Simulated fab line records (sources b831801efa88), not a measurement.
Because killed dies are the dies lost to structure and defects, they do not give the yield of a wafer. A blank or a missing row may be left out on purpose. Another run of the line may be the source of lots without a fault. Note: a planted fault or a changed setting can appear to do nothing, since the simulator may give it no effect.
A struck lot beside a sound one || flow sky130 || 44 out of 708 route steps
Sound: wafers L360.2, L360.5, L360.6. Struck: wafer L349.2 (L349.3, L349.6, from the same lot, were not struck and are left out); the cause is given at the end.
For every step that has rows: the tool of each side, followed by ch and its chambers, followed by its first start. Under that, the readings that differ: sound wafers || struck wafers || difference of the means || sigmas: that difference in standard deviations of wafers without a fault.
alike: words and numbers the same on both sides, and readings whose means are apart by under 2 such deviations; not compared: readings that were withheld, readings missing a value for some wafer, numbers with overlapping values and no deviation given by the record, and bounds like >300 which may hide the same value.
The two part at a step that has a row with sigmas, a row that says differs or no value, or rows on one side only. Numbers that don't overlap but have no deviation are shown without sigmas and don't part them. A reading missing from all wafers of one side parts the sides only when that side holds two or more wafers.

first, 4 steps without rows for these wafers: SKY_VIA4_STRIP_14 (strips in post etch residue remover, time 1200 s); SKY_VIA4_CLEAN_15 (cleans in IPA, time 180 s); SKY_VIA4_CLEAN_16 (cleans in O3/DIW); SKY_VIA4_SPUTTER_17 (material TiN, target thk 20 nm, time 80 s).
SKY_VIA4_CVD_18: deposits W, target thk 505 nm, time 152.14 s.
  sound on cvd_w-02 ch 0,1, day 46 09:24; struck on cvd_w-02 ch 1, day 43 11:42
  alike: heater_power_w
SKY_VIA4_RS_MEAS_19: the measuring method here is four-point-probe.
  sound on film_metro-03 at day 46 09:34; struck on film_metro-03 at day 43 11:52
  alike: VIA4_W_RS
SKY_VIA4_THK_MEAS_20: measures by xrf.
  sound on film_metro-03 at day 46 09:41; struck on film_metro-03 at day 43 11:59
  alike: VIA4_W_THK
then, 1 step without rows for these wafers: SKY_VIA4_CMP_21 (polishes, stops on SiO2, t overpolish 25 s, target thk 0 nm).
SKY_METAL5_SPUTTER_00: material Ti, target thk 15 nm, time 10 s.
  sound on pvd_sputter-02 at day 46 10:02; struck on pvd_sputter-03 at day 43 12:20
  alike: throttle_valve_pct
then, 1 step without rows for these wafers: SKY_METAL5_SPUTTER_01 (material TiN, target thk 20 nm, time 16.7 s).
SKY_METAL5_SPUTTER_02: material AlCu, target thk 1150 nm, time 61.2 s.
  sound on pvd_sputter-02 at day 46 10:05; struck on pvd_sputter-03 at day 43 12:23
  alike: throttle_valve_pct
SKY_METAL5_SPUTTER_03: material Ti, target thk 5 nm, time 3.3 s.
  sound on pvd_sputter-02 at day 46 10:08; struck on pvd_sputter-03 at day 43 12:26
  alike: throttle_valve_pct
SKY_METAL5_SPUTTER_04: material TiN, target thk 70 nm, time 58.3 s.
  sound on pvd_sputter-02 at day 46 10:09; struck on pvd_sputter-03 at day 43 12:27
{"reading": "model.TiN_of_METAL5_SPUTTER_04.thk_nm (nm)", "sound": "70.13 69.99 70.91", "struck": 55.45, "difference": -14.89, "sigmas": ""}
  alike: throttle_valve_pct
SKY_METAL5_RS_MEAS_05: the measuring method here is four-point-probe.
  sound on film_metro-02 at day 46 10:13; struck on film_metro-01 at day 43 12:31
  alike: METAL5_ALCU_RS
SKY_METAL5_THK_MEAS_06: measures by xrf.
  sound on film_metro-02 at day 46 10:20; struck on film_metro-01 at day 43 12:38
  alike: METAL5_ALCU_THK
then, 10 steps without rows for these wafers: SKY_METAL5_DEHYDRATE_07 (time 60 s); SKY_METAL5_HMDS_08 (prime time 60 s); SKY_METAL5_COAT_09 (resist thk 1800 nm); SKY_METAL5_SOFTBAKE_10 (time 60 s); SKY_METAL5_EXPOSE_11 (exposes mask MM5, target cd 1600 nm); SKY_METAL5_PEB_12; SKY_METAL5_DEVELOP_13 (develop time 60 s); SKY_METAL5_DESCUM_14 (chemistry O2, time 11 s); SKY_METAL5_METAL_ETCH_15 (etches the open film in Cl2/BCl3, stops on SiO2, target depth 1260 nm, time 252 s); SKY_METAL5_STRIP_16 (strips in O2/N2).
SKY_METAL5_STRIP_17: strips in post etch residue remover, time 1200 s.
  sound on wet_bench-02 ch 2, day 47 06:43; struck on wet_bench-03 ch 0, day 44 10:34
{"reading": "model.TiN_of_METAL5_SPUTTER_04.thk_nm (nm)", "sound": "69.71 69.57 70.49", "struck": 55.03, "difference": -14.89, "sigmas": ""}
then, 3 steps without rows for these wafers: SKY_METAL5_CLEAN_18 (cleans in IPA, time 180 s); SKY_METAL5_CLEAN_19 (cleans in O3/DIW); SKY_PASSIVATION_CVD_00 (deposits SiO2, target thk 90 nm).
SKY_PASSIVATION_THK_MEAS_01:
  sound on film_metro-02 at day 47 07:15; struck on film_metro-04 at day 44 11:05
  alike: PASSIVATION_CVD_00_THK
then, 1 step without rows for these wafers: SKY_PASSIVATION_CVD_02 (deposits Si3N4, target thk 540 nm).
SKY_PASSIVATION_THK_MEAS_03:
  sound on film_metro-03 at day 47 07:32; struck on film_metro-02 at day 44 11:22
{"reading": "PASSIVATION_CVD_02_THK (nm)", "sound": "542 548 549", "struck": 527, "difference": -19, "sigmas": -3}
then, 7 steps without rows for these wafers: SKY_PASSIVATION_DEHYDRATE_04 (time 60 s); SKY_PASSIVATION_HMDS_05 (prime time 60 s); SKY_PASSIVATION_COAT_06 (resist thk 3000 nm); SKY_PASSIVATION_SOFTBAKE_07; SKY_PASSIVATION_EXPOSE_08 (exposes mask NSM, target cd 3000 nm); SKY_PASSIVATION_PEB_09; SKY_PASSIVATION_DEVELOP_10 (develop time 60 s).
SKY_PASSIVATION_ETCH_11: etches the open film in CF4/O2, stops on AlCu, target depth 725 nm, time 161.1 s.
  sound on rie_diel-03 ch 1,2,3, day 48 03:07; struck on rie_diel-03 ch 3, day 45 08:20
{"reading": "oes_product_au (a.u.)", "sound": "0.985 0.983 0.984", "struck": 0.953, "difference": -0.031, "sigmas": -4}
{"reading": "model.PASSIVATION.feature_depth_nm (nm)", "sound": "705.8 713 714.8", "struck": 675.4, "difference": -35.8, "sigmas": ""}
  alike: drypump_motor_current_A, throttle_valve_pct
  not compared: rf_hours_counter_h
SKY_PASSIVATION_STRIP_12: strips in O2/N2.
  sound on plasma_asher-04 ch 0,1, day 48 03:13; struck on plasma_asher-02 ch 0, day 45 08:26
  alike: drypump_motor_current_A, n2_flow_sccm, oes_product_au, strip_time_to_endpoint_s
  not compared: rf_hours_counter_h
then, 1 step without rows for these wafers: SKY_PAD_OPEN_DEHYDRATE_00 (time 60 s).
SKY_PAD_OPEN_ETCH_07: etches the open film in CF4/O2, stops on AlCu, target depth 725 nm, time 161.1 s.
  sound on rie_diel-02 ch 0,1,2, day 48 21:05; struck on rie_diel-03 ch 0, day 46 05:17
{"reading": "oes_product_au (a.u.)", "sound": "0.981 0.974 0.980", "struck": 0.955, "difference": -0.023, "sigmas": -3}
{"reading": "model.PAD_OPEN.feature_depth_nm (nm)", "sound": "705.8 706.2 714.8", "struck": 675.4, "difference": -33.5, "sigmas": ""}
  alike: drypump_motor_current_A, throttle_valve_pct
  not compared: rf_hours_counter_h
SKY_PAD_OPEN_PROBE_99:
  sound on prober-02 at day 48 23:28; struck on prober-01 at day 46 07:40
  alike: defect_limited_yield, killed_at_M0_to_M3, killed_at_M4_up, killed_at_contacts, killed_at_front_end, killed_at_other, killed_dies, killed_on_rim, killed_open, killed_short, sort_bin_3_pad_short, sort_bin_5_function, sort_bin_6_memory, sort_n_pass, sort_yield_pct

WHERE THEY PART
Last at SKY_PAD_OPEN_ETCH_07 as far as this record goes, first at SKY_PASSIVATION_THK_MEAS_03. Later steps at which nothing parts them and some readings are alike: SKY_PAD_OPEN_PROBE_99.

WHY: the cause the simulator had injected
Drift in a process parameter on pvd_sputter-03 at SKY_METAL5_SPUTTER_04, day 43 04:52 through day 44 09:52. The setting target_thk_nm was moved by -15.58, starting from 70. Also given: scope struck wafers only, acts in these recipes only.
